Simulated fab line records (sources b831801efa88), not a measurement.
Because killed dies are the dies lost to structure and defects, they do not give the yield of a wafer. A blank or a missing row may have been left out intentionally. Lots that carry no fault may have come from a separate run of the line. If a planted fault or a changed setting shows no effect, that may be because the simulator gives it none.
Which tool is to blame? | flow gf180mcu | 14 lots, 42 wafers sampled, at 4 steps of a route of 602

WHAT THE GAUGES SHOWED, per wafer
GF_M5_CD_MEAS_07: the cd target is 280 nm.
lot  | measured     | on        | cd nm (nm)
L712 | day 26 03:34 | cd sem-01 | 279.4 278.2 279.1
L713 | day 27 05:57 | cd sem-02 | 279.3 278.6 278.4
L718 | day 28 17:45 | cd sem-02 | 278.0 278.3 277.2
L717 | day 29 01:32 | cd sem-02 | 278.9 279.3 278.4
L719 | day 29 06:14 | cd sem-02 | 278.7 279.6 279.3
L720 | day 29 07:11 | cd sem-01 | 278.7 278.0 278.2
L721 | day 29 13:52 | cd sem-01 | 277.3 277.5 276.7
L722 | day 29 23:07 | cd sem-01 | 280.7 280.6 280.6
L724 | day 30 10:19 | cd sem-02 | - - -
L725 | day 31 00:44 | cd sem-02 | - - -
L726 | day 31 04:01 | cd sem-01 | 279.9 279.6 279.5
L727 | day 31 05:25 | cd sem-02 | 279.9 279.2 279.3
L731 | day 32 08:46 | cd sem-02 | 279.1 280.1 279.3
L734 | day 33 00:27 | cd sem-02 | 280.8 281.2 280.1

GF_V5_RS_MEAS_24: uses a four-point probe to measure.
lot  | measured     | on            | V5_W_RS (ohm/sq)
L712 | day 27 02:50 | film metro-02 | 0.325 0.321 0.334
L713 | day 28 04:14 | film metro-02 | 0.323 0.330 0.331
L718 | day 29 15:54 | film metro-02 | 0.329 0.321 0.324
L717 | day 29 23:08 | film metro-02 | 0.316 0.323 0.326
L719 | day 30 03:05 | film metro-02 | 0.329 0.334 0.332
L720 | day 30 04:16 | film metro-02 | 0.329 0.329 0.321
L721 | day 30 10:28 | film metro-02 | 0.329 0.330 0.330
L722 | day 30 19:58 | film metro-02 | 0.336 0.331 0.329
L726 | day 32 00:14 | film metro-02 | 0.328 0.328 0.331
L727 | day 32 01:26 | film metro-03 | 0.333 0.329 0.328
L731 | day 33 04:14 | film metro-03 | 0.333 0.332 0.331
L734 | day 33 19:10 | film metro-03 | 0.329 0.323 0.321

TOOL THAT RAN EACH LOT (tool first, then ch and the chambers of the sampled wafers, then the start)
lot  | GF_M4_SPUTTER_04             | GF_M5_DEVELOP_06
L712 | pvd sputter-02, day 22 23:22 | litho track-01 ch 0, day 26 01:47
L713 | pvd sputter-02, day 23 05:52 | litho track-01 ch 0, day 27 05:49
L718 | pvd sputter-02, day 25 02:07 | litho track-01 ch 0, day 28 17:37
L717 | pvd sputter-01, day 25 21:54 | litho track-01 ch 0, day 29 01:23
L719 | pvd sputter-02, day 25 22:58 | litho track-01 ch 0, day 29 06:05
L720 | pvd sputter-01, day 25 23:12 | litho track-03 ch 0, day 29 07:02
L721 | pvd sputter-03, day 26 03:00 | litho track-04 ch 0, day 29 13:43
L722 | pvd sputter-02, day 26 14:20 | litho track-03 ch 0, day 29 22:58
L724 | pvd sputter-03, day 27 01:38 | litho track-03, day 30 10:10
L725 | pvd sputter-01, day 27 17:53 | litho track-04, day 31 00:35
L726 | pvd sputter-03, day 27 19:53 | litho track-01 ch 0, day 31 03:53
L727 | pvd sputter-01, day 27 21:12 | litho track-04 ch 0, day 31 05:16
L731 | pvd sputter-01, day 29 07:58 | litho track-01 ch 0, day 32 08:38
L734 | pvd sputter-01, day 29 22:43 | litho track-04 ch 0, day 33 00:19
- GF_M4_SPUTTER_04: material TiN, target thk 50 nm, time 41.7 s.
- GF_M5_DEVELOP_06: develop time 60 s.

AS READ BY THE TOOLS THEMSELVES (means over the sampled wafers that have a number; for cases with no such wafer, the mark the record gives instead)
GF_M4_SPUTTER_04.
lot  | tool           | throttle valve pct (%)
L712 | pvd sputter-02 | 29.8
L713 | pvd sputter-02 | 30.0
L718 | pvd sputter-02 | 29.1
L717 | pvd sputter-01 | 30.0
L719 | pvd sputter-02 | 29.4
L720 | pvd sputter-01 | 30.4
L721 | pvd sputter-03 | 29.5
L722 | pvd sputter-02 | 29.9
L724 | pvd sputter-03 | 30.3
L725 | pvd sputter-01 | 30.6
L726 | pvd sputter-03 | 29.9
L727 | pvd sputter-01 | 30.1
L731 | pvd sputter-01 | 30.6
L734 | pvd sputter-01 | 30.7

GF_M5_DEVELOP_06.
lot  | tool           | chill plate temp C (C)
L712 | litho track-01 | 22.82
L713 | litho track-01 | 22.99
L718 | litho track-01 | 23.03
L717 | litho track-01 | 22.94
L719 | litho track-01 | 22.97
L720 | litho track-03 | 23.12
L721 | litho track-04 | 22.86
L722 | litho track-03 | 23.01
L724 | litho track-03 | -
L725 | litho track-04 | -
L726 | litho track-01 | 22.89
L727 | litho track-04 | 22.97
L731 | litho track-01 | 22.89
L734 | litho track-04 | 23.13

THE ANSWER, worked out from the rows above alone
Rule: usual is defined by the lots themselves. Put in order of their means at a reading, lots are off if they are a third of the lots or fewer, leave a main group of 4 or more, and stand apart from it by a gap of 3 or more times the standard deviation of the main group's means; of several such gaps the widest counts. A main group whose means are all the same, to the digits that the tables above print for the reading, isn't used. Also off: a lot with no number at a reading for which 4 or more lots have one. Where the step has rows for the other lots, those lots are counted as sound. After the gauges, taken in route order, come the tools' own readings; for these a lot's mean is taken, as printed above. At the first step where some lot is off, the reading lying furthest off is the one used; lots without a number count as furthest.
Off: L724, L725 (GF_M5_CD_MEAS_07, cd nm). Without a number there: L724, L725. Mean 279.1 nm and standard deviation 0.99 in the main group.
If a tool, at a process step before that reading, ran all the lots that are off and no sound lot after the first of them, it fits. The gauges at GF_M5_CD_MEAS_07 aren't tried: what is off there is off at GF_M5_DEVELOP_06 too, on other tools, and a gauge's error can't cause that. Of those tried, none fits.

WHAT THE SIMULATOR HAD PUT IN
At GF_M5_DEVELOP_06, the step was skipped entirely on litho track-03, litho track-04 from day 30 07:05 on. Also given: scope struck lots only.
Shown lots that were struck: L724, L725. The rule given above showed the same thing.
